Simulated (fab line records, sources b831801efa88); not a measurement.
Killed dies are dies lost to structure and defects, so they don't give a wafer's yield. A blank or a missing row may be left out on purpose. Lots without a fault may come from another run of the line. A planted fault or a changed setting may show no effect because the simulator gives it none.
Tool commonality check | flow sky130 | 10 lots, 30 wafers sampled

WHY IT WAS OPENED
At SKY_POLY_GATE_THK_MEAS_04 the reading POLY_GATE_CVD_03_THK is flagged on 3 of 10 lots. Wafers without a fault read 74.8 nm, standard deviation 0.68.
Rule: a lot is flagged when every wafer of it that has a number lies more than 4 standard deviations from that mean, or none has a number. The other lots count as sound.

lot  | measured     | on            | POLY_GATE_CVD_03_THK (nm), wafer by wafer | flag
L321 | day 17 17:04 | film_metro-01 | 74.8 75.0 74.8                            |
L322 | day 18 01:52 | film_metro-02 | 55.7 54.8 55.2                            | FLAGGED
L323 | day 18 06:18 | film_metro-01 | 55.0 54.6 54.4                            | FLAGGED
L324 | day 18 14:41 | film_metro-01 | 54.5 54.8 55.0                            | FLAGGED
L331 | day 21 09:19 | film_metro-04 | 74.0 74.0 74.2                            |
L332 | day 21 13:55 | film_metro-04 | 75.4 76.0 75.7                            |
L333 | day 21 16:19 | film_metro-01 | 76.3 76.4 76.5                            |
L334 | day 22 08:17 | film_metro-02 | 74.5 74.6 75.4                            |
L335 | day 22 17:04 | film_metro-04 | 74.2 75.4 75.0                            |
L337 | day 23 01:07 | film_metro-04 | 74.1 73.9 73.9                            |
The numbers of the flagged lots are 54.9 nm on average: -19.9 nm against the usual, or -29 standard deviations.

WHICH TOOL RAN EACH LOT
The record holds 2 process steps before the reading, out of a route of 708 steps. In each cell: the tool, then ch and the chambers that the sampled wafers went through, then the start.
lot  | flag    | SKY_SONOS_ONO_STRIP_17               | SKY_POLY_GATE_CVD_03
L321 |         | plasma_asher-02 ch 0,1, day 15 00:20 | lpcvd-02 ch 0, day 17 15:41
L322 | FLAGGED | plasma_asher-03 ch 0,1, day 15 07:55 | lpcvd-02 ch 1, day 18 00:29
L323 | FLAGGED | plasma_asher-02 ch 0,1, day 15 11:07 | lpcvd-02 ch 0, day 18 04:56
L324 | FLAGGED | plasma_asher-01 ch 0,1, day 15 15:28 | lpcvd-02 ch 1, day 18 13:19
L331 |         | plasma_asher-01 ch 1, day 18 12:01   | lpcvd-02 ch 0, day 21 07:57
L332 |         | plasma_asher-03 ch 0,1, day 18 15:19 | lpcvd-02 ch 0, day 21 12:31
L333 |         | plasma_asher-03 ch 0,1, day 18 18:44 | lpcvd-02 ch 1, day 21 14:56
L334 |         | plasma_asher-02 ch 0,1, day 19 10:32 | lpcvd-02 ch 0, day 22 06:54
L335 |         | plasma_asher-01 ch 0,1, day 19 21:10 | lpcvd-02 ch 1, day 22 15:42
L337 |         | plasma_asher-01 ch 0,1, day 20 05:13 | lpcvd-02 ch 1, day 22 23:45
What these steps do:
- SKY_SONOS_ONO_STRIP_17: strips in O2/N2.
- SKY_POLY_GATE_CVD_03: deposits Si3N4 from DCS/NH3, target thk 75 nm, time 1290 s.
- SKY_POLY_GATE_THK_MEAS_04

FLAGGED OVER TOTAL, TOOL BY TOOL (the gauges that took the reading come last)
step                      | tool            | lots run | flagged | share of the flagged lots | sound lots run after its first flagged lot
SKY_SONOS_ONO_STRIP_17    | plasma_asher-01 | 4        | 1       | some                      | 3 (L331,L335,L337)
SKY_SONOS_ONO_STRIP_17    | plasma_asher-02 | 3        | 1       | some                      | 1 (L334)
SKY_SONOS_ONO_STRIP_17    | plasma_asher-03 | 3        | 1       | some                      | 2 (L332,L333)
SKY_POLY_GATE_CVD_03      | lpcvd-02        | 10       | 3       | all                       | 6 (L331,L332,L333,L334,L335,L337)
SKY_POLY_GATE_THK_MEAS_04 | film_metro-01   | 4        | 2       | some                      | 1 (L333)
SKY_POLY_GATE_THK_MEAS_04 | film_metro-02   | 2        | 1       | some                      | 1 (L334)
SKY_POLY_GATE_THK_MEAS_04 | film_metro-04   | 4        | 0       | none                      | -

WHAT THE TABLE ALLOWS
1 row of the table ran every flagged lot: lpcvd-02 at SKY_POLY_GATE_CVD_03.
- lpcvd-02 at SKY_POLY_GATE_CVD_03: 3 of its 10 lots flagged. Sound lots ran on it after the first flagged one (L331, L332, L333, L334, L335, L337), which a lasting fault on the whole tool wouldn't allow.
No row of the table ran every flagged lot and no sound lot after the first.

WHAT THE SIMULATOR HAD PUT IN
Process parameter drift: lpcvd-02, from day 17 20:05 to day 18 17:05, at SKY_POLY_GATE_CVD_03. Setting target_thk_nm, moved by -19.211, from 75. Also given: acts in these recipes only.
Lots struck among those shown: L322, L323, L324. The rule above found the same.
